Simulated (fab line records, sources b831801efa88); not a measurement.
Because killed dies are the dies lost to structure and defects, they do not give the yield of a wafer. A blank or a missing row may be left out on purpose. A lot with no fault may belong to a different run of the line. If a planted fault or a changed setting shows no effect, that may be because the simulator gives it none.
Tool commonality check :: flow sky130 :: 13 lots, 39 wafers sampled

== REASON IT WAS OPENED ==
On 3 of the 13 lots, a flag is raised at SKY_SD_N_CD_MEAS_07 on the reading cd nm. No-fault wafers: 380.2 nm, standard deviation 2.7.
Rule: a lot gets a flag if all its wafers with a number sit over 4 standard deviations from that mean, or if no wafer of it has a number. As for the other lots, they are considered sound.

lot: L943
measured: day 28 11:28
on: cd sem-02
cd nm (nm), wafer by wafer: 373.1 374.9 373.9
flag: 

lot: L945
measured: day 28 18:35
on: cd sem-02
cd nm (nm), wafer by wafer: 381.0 381.4 381.2
flag: 

lot: L946
measured: day 28 21:34
on: cd sem-01
cd nm (nm), wafer by wafer: 381.1 383.0 380.8
flag: 

lot: L947
measured: day 29 00:09
on: cd sem-02
cd nm (nm), wafer by wafer: 380.8 382.5 379.1
flag: 

lot: L948
measured: day 30 01:23
on: cd sem-01
cd nm (nm), wafer by wafer: 382.9 379.4 379.9
flag: 

lot: L952
measured: day 31 00:57
on: cd sem-01
cd nm (nm), wafer by wafer: 379.5 382.0 381.5
flag: 

lot: L954
measured: day 32 02:36
on: cd sem-02
cd nm (nm), wafer by wafer: 382.5 381.4 380.5
flag: 

lot: L955
measured: day 32 06:04
on: cd sem-01
cd nm (nm), wafer by wafer: 378.2 378.3 377.6
flag: 

lot: L957
measured: day 32 17:01
on: cd sem-02
cd nm (nm), wafer by wafer: 382.4 379.6 379.9
flag: 

lot: L958
measured: day 32 22:31
on: cd sem-02
cd nm (nm), wafer by wafer: 402.9 402.2 402.8
flag: FLAGGED

lot: L959
measured: day 33 08:11
on: cd sem-02
cd nm (nm), wafer by wafer: 402.3 401.4 403.4
flag: FLAGGED

lot: L960
measured: day 33 12:02
on: cd sem-02
cd nm (nm), wafer by wafer: 399.0 397.9 398.5
flag: FLAGGED

lot: L965
measured: day 34 22:44
on: cd sem-01
cd nm (nm), wafer by wafer: 385.5 383.3 385.3
flag: 
Average over the flagged lots: 401.2 nm; offset from the usual +21.0 nm, equal to +8 standard deviations.

== LOT BY LOT: THE TOOL USED ==
Before the reading, the record contains 2 process steps out of a 708-step route. Every cell lists first the tool, next ch and the chambers used by the sampled wafers, and last the start.
lot: L943
flag: 
SKY_RES_XHIGH_STRIP_08: plasma asher-02 ch 0, day 27 06:51
SKY_SD_N_DEVELOP_06: litho track-01 ch 0, day 28 11:20

lot: L945
flag: 
SKY_RES_XHIGH_STRIP_08: plasma asher-01 ch 0,1, day 27 14:13
SKY_SD_N_DEVELOP_06: litho track-03 ch 0, day 28 18:26

lot: L946
flag: 
SKY_RES_XHIGH_STRIP_08: plasma asher-02 ch 0,1, day 27 16:58
SKY_SD_N_DEVELOP_06: litho track-03 ch 0, day 28 21:25

lot: L947
flag: 
SKY_RES_XHIGH_STRIP_08: plasma asher-01 ch 0,1, day 27 20:48
SKY_SD_N_DEVELOP_06: litho track-01 ch 0, day 29 00:00

lot: L948
flag: 
SKY_RES_XHIGH_STRIP_08: plasma asher-04 ch 0,1, day 28 22:02
SKY_SD_N_DEVELOP_06: litho track-01 ch 0, day 30 01:09

lot: L952
flag: 
SKY_RES_XHIGH_STRIP_08: plasma asher-02 ch 0,1, day 29 20:46
SKY_SD_N_DEVELOP_06: litho track-01 ch 0, day 31 00:48

lot: L954
flag: 
SKY_RES_XHIGH_STRIP_08: plasma asher-04 ch 0,1, day 30 23:54
SKY_SD_N_DEVELOP_06: litho track-01 ch 0, day 32 02:27

lot: L955
flag: 
SKY_RES_XHIGH_STRIP_08: plasma asher-02 ch 0,1, day 31 03:27
SKY_SD_N_DEVELOP_06: litho track-03 ch 0, day 32 05:55

lot: L957
flag: 
SKY_RES_XHIGH_STRIP_08: plasma asher-02 ch 0,1, day 31 14:22
SKY_SD_N_DEVELOP_06: litho track-03 ch 0, day 32 16:52

lot: L958
flag: FLAGGED
SKY_RES_XHIGH_STRIP_08: plasma asher-02 ch 0,1, day 31 18:31
SKY_SD_N_DEVELOP_06: litho track-03 ch 0, day 32 22:22

lot: L959
flag: FLAGGED
SKY_RES_XHIGH_STRIP_08: plasma asher-02 ch 0,1, day 32 04:55
SKY_SD_N_DEVELOP_06: litho track-03 ch 0, day 33 08:02

lot: L960
flag: FLAGGED
SKY_RES_XHIGH_STRIP_08: plasma asher-01 ch 0,1, day 32 08:47
SKY_SD_N_DEVELOP_06: litho track-03 ch 0, day 33 11:53

lot: L965
flag: 
SKY_RES_XHIGH_STRIP_08: plasma asher-04 ch 0,1, day 33 19:56
SKY_SD_N_DEVELOP_06: litho track-01 ch 0, day 34 22:33
These steps, and what they do:
- SKY_RES_XHIGH_STRIP_08: strips in O2/N2.
- SKY_SD_N_DEVELOP_06: develop time 60 s.
- SKY_SD_N_CD_MEAS_07: target cd 380 nm.

== FLAGGED AGAINST TOTAL, ONE TOOL AT A TIME (gauges that did the reading follow at the end) ==
step: SKY_RES_XHIGH_STRIP_08
tool: plasma asher-01
lots run: 3
flagged: 1
share of the flagged lots: some
sound lots run after its first flagged lot: 0

step: SKY_RES_XHIGH_STRIP_08
tool: plasma asher-02
lots run: 7
flagged: 2
share of the flagged lots: some
sound lots run after its first flagged lot: 0

step: SKY_RES_XHIGH_STRIP_08
tool: plasma asher-04
lots run: 3
flagged: 0
share of the flagged lots: none
sound lots run after its first flagged lot: -

step: SKY_SD_N_DEVELOP_06
tool: litho track-01
lots run: 6
flagged: 0
share of the flagged lots: none
sound lots run after its first flagged lot: -

step: SKY_SD_N_DEVELOP_06
tool: litho track-03
lots run: 7
flagged: 3
share of the flagged lots: all
sound lots run after its first flagged lot: 0

step: SKY_SD_N_CD_MEAS_07
tool: cd sem-01
lots run: 5
flagged: 0
share of the flagged lots: none
sound lots run after its first flagged lot: -

step: SKY_SD_N_CD_MEAS_07
tool: cd sem-02
lots run: 8
flagged: 3
share of the flagged lots: all
sound lots run after its first flagged lot: 0

== WHAT THE TABLE PERMITS ==
Every flagged lot went through 2 rows of the table: litho track-03 at SKY_SD_N_DEVELOP_06 and cd sem-02 at SKY_SD_N_CD_MEAS_07.
- litho track-03 at SKY_SD_N_DEVELOP_06: 3 of its 7 lots flagged. Last sound lot L957 at day 32 16:52, first flagged lot L958 at day 32 22:22; a fault beginning in between fits.
- cd sem-02 at SKY_SD_N_CD_MEAS_07: 3 of its 8 lots flagged. Last sound lot L957 at day 32 17:01, first flagged lot L958 at day 32 22:31; a fault beginning in between fits.
Because each of these 2 tools fits a fault that began at some hour, counting lots does not separate them. More lots, or a look at what each step does to the wafer, might.

== WHAT HAD BEEN PUT IN BY THE SIMULATOR ==
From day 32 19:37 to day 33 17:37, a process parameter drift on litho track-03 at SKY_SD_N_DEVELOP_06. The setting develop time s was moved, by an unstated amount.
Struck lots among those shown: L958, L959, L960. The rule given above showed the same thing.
